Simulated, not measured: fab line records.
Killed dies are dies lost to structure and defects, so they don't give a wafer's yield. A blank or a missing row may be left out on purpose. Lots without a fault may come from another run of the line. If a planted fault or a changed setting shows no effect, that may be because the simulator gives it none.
Problem report, 8D (eight disciplines) form, completed by code || flow sky130 || the parts of the form that need people (team, actions taken, sign-off) are left out

## 1. THE ISSUE
Mean POLY_GATE_OXIDATION_THK at SKY_POLY_GATE_THK_MEAS_21: 2.37 nm over 9 wafers in 3 lots; fault-free wafers: 4.00 nm, standard deviation 0.08. Relative to the usual mean, that is a shift of -20 standard deviations.
The first sign was on wafer L599.3 at day 21 13:28, on film metro-04. At this step, 33 wafers from 11 lots have a number in the record. By rule, "out" or "out of limits" means more than 4 standard deviations away from the usual mean. The rest of the wafers with a number are treated as sound.

## 2. WHAT IT IS, WHAT IT ISN'T
{"question": "which readings at this step", "is": "POLY_GATE_OXIDATION_THK", "is not": "-"}
{"question": "which lots", "is": "L599, L600, L601", "is not": "L586, L588, L592, L595, L603, L604, L607, L608"}
{"question": "which wafers of those lots", "is": "all that have a number", "is not": "-"}
{"question": "read on which gauges", "is": "film metro-02, film metro-04", "is not": "film metro-01"}
{"question": "when", "is": "from day 21 13:28", "is not": "up to then (12 sound wafers); but 12 sound wafers of L603, L604, L607, L608 came after"}

## 3. THE SUSPECTS, EACH WITH WHAT RULES IT OUT
Counting: any tool at a process step up to the reading is kept as a suspect provided that every lot that is out went through it and no sound lot did after the first of them.
- ruled out: the gauge at SKY_POLY_GATE_THK_MEAS_21. 2 gauges (film metro-02, film metro-04) read the wafers that are out.
- furnace-01 at SKY_POLY_GATE_OXIDATION_20 (stabilise 600 s, purge 300 s, target thk 4 nm): ruled out as a lasting fault. Sound lots L608 ran on it after its first lot that is out, L599 (day 21 12:12).
Left after counting: nothing in the record.

## 4. THE CAUSE (what the simulator had put in)
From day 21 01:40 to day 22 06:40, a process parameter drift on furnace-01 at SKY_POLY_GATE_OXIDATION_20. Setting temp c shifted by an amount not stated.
The count ruled it out by mistake, since the rule takes a fault to strike every lot its tool runs from the start of the fault on, and this one did not do so.

## 5. SEQUENCE OF EFFECTS, ordered by route
One row per reading whose mean, taken over the struck wafers that have a number, lies over 3 standard deviations from the usual. Only readings for which the record gives a usual standard deviation are gone through. hours: the time from each lot's start at the first step in this table that gives one to its start at this step, as a median over the lots. sigmas: the change in usual standard deviations.
{"hours": 0, "step": "SKY_POLY_GATE_OXIDATION_20", "reading": "spike tc bottom C", "usual": "870.5 C", "on struck wafers": 833.3, "change": -37.2, "sigmas": -25}
{"hours": 0, "step": "SKY_POLY_GATE_OXIDATION_20", "reading": "spike tc centre C", "usual": "850.6 C", "on struck wafers": 812.2, "change": -38.4, "sigmas": -38}
{"hours": 0, "step": "SKY_POLY_GATE_OXIDATION_20", "reading": "spike tc lower C", "usual": "850.8 C", "on struck wafers": 811.9, "change": -38.9, "sigmas": -39}
{"hours": 0, "step": "SKY_POLY_GATE_OXIDATION_20", "reading": "spike tc top C", "usual": "865.7 C", "on struck wafers": 827.0, "change": -38.7, "sigmas": -30}
{"hours": 0, "step": "SKY_POLY_GATE_OXIDATION_20", "reading": "spike tc upper C", "usual": "849.9 C", "on struck wafers": 811.3, "change": -38.6, "sigmas": -39}
{"hours": 0, "step": "SKY_POLY_GATE_OXIDATION_20", "reading": "tube center temp C", "usual": "849.99 C", "on struck wafers": 811.14, "change": -38.85, "sigmas": "-99 or more"}
{"hours": 0, "step": "SKY_POLY_GATE_OXIDATION_20", "reading": "tube_center_temp_C_max", "usual": 852.2, "on struck wafers": 813.4, "change": -38.8, "sigmas": "-99 or more"}
{"hours": 0, "step": "SKY_POLY_GATE_OXIDATION_20", "reading": "zone power lower pct", "usual": "16.23 %", "on struck wafers": 14.73, "change": -1.50, "sigmas": -7.2}
{"hours": 0, "step": "SKY_POLY_GATE_OXIDATION_20", "reading": "zone power top pct", "usual": "27.0 %", "on struck wafers": 25.4, "change": -1.6, "sigmas": -3.2}
{"hours": 0, "step": "SKY_POLY_GATE_OXIDATION_20", "reading": "zone power upper pct", "usual": "15.89 %", "on struck wafers": 14.32, "change": -1.57, "sigmas": -9.8}
{"hours": 1, "step": "SKY_POLY_GATE_THK_MEAS_21", "reading": "POLY_GATE_OXIDATION_THK", "usual": "4.00 nm", "on struck wafers": 2.37, "change": -1.63, "sigmas": -20}
It contains these process steps:
- SKY_POLY_GATE_OXIDATION_20: stabilise 600 s, purge 300 s, target thk 4 nm.
At these later measuring or inspecting steps, every struck wafer for which the step has a row has a number for every such reading, and none has moved that far: SKY_LOCAL_INTERCONNECT_THK_MEAS_02.

## 6. HOW IT WOULD HAVE BEEN CAUGHT EARLIER
The first out-of-limits reading at a measuring or inspecting step in this record came at day 21 13:28, 12 hours after the fault's start at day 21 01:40.
Tool's own readings at SKY_POLY_GATE_OXIDATION_20, spike tc bottom C, spike tc centre C, spike tc lower C, spike tc top C, spike tc upper C, tube center temp C, tube_center_temp_C_max, zone power lower pct, zone power upper pct: out on all struck wafers the step has rows for; an alarm limit on them would have tripped on the first.
